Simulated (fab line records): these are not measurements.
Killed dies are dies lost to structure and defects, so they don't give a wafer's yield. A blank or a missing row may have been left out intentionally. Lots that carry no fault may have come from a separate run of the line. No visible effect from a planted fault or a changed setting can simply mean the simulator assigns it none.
Which of the tools did it?    flow sky130    18 wafers from 6 lots sampled at 3 of the route's 708 steps

== WHAT EACH GAUGE READ, for each wafer ==
SKY_VT_ADJUST_LVTN_TW_MEAS_21.
lot   measured      on             VT_ADJUST_LVTN_2_TW
L934  day 8 00:31   film_metro-01  188.0 189.0 189.0
L936  day 8 14:13   film_metro-01  189.9 190.1 188.5
L938  day 9 03:52   film_metro-03  188.1 187.5 187.2
L941  day 9 22:55   film_metro-03  189.0 188.7 187.6
L945  day 11 00:37  film_metro-01  292.1 291.4 293.2
L947  day 11 16:31  film_metro-01  293.1 292.0 291.4

== TOOL THAT RAN EACH LOT (tool first, then ch and the chambers of the sampled wafers, then the start) ==
lot   SKY_FIELD_ISO_STRIP_16               SKY_VT_ADJUST_LVTN_IMPLANT_19
L934  plasma_asher-01 ch 0,1, day 2 09:25  implanter-02 ch 0, day 8 00:18
L936  plasma_asher-04 ch 0, day 2 20:29    implanter-02 ch 0, day 8 13:58
L938  plasma_asher-01 ch 0,1, day 3 07:18  implanter-01 ch 0, day 9 03:37
L941  plasma_asher-02 ch 0,1, day 3 22:38  implanter-02 ch 0, day 9 22:40
L945  plasma_asher-02 ch 0, day 4 18:40    implanter-02 ch 0, day 11 00:23
L947  plasma_asher-01 ch 0,1, day 5 07:21  implanter-02 ch 0, day 11 16:16
- SKY_FIELD_ISO_STRIP_16: strips in O2/N2.
- SKY_VT_ADJUST_LVTN_IMPLANT_19

== THE ANSWER, worked out from the rows above alone ==
Rule: what is usual is taken from the lots themselves. The widest of any qualifying gaps counts: lots, ordered by their means at a reading, are off when they make up no more than a third of the lots, leave a main group of 4 or more, and stand apart from it by 3 or more times the standard deviation of that group's means. A main group is skipped when, at the precision printed for the reading in the tables above, its means are all equal. Also off: a lot with no number at a reading for which 4 or more lots have one. Any other lot the step has rows for is counted as sound.
Off: L945, L947, at SKY_VT_ADJUST_LVTN_TW_MEAS_21 (VT_ADJUST_LVTN_2_TW). The main group has a mean of 188.6 with a standard deviation of 0.68.
If a tool, at a process step before that reading, ran all the lots that are off and no sound lot after the first of them, it fits. Gauges at SKY_VT_ADJUST_LVTN_TW_MEAS_21: tried the same way as those tools. 2 tools fit, implanter-02 at SKY_VT_ADJUST_LVTN_IMPLANT_19 and film_metro-01 at SKY_VT_ADJUST_LVTN_TW_MEAS_21, so this cannot tell which one it is.

== WHAT WAS PUT IN BY THE SIMULATOR ==
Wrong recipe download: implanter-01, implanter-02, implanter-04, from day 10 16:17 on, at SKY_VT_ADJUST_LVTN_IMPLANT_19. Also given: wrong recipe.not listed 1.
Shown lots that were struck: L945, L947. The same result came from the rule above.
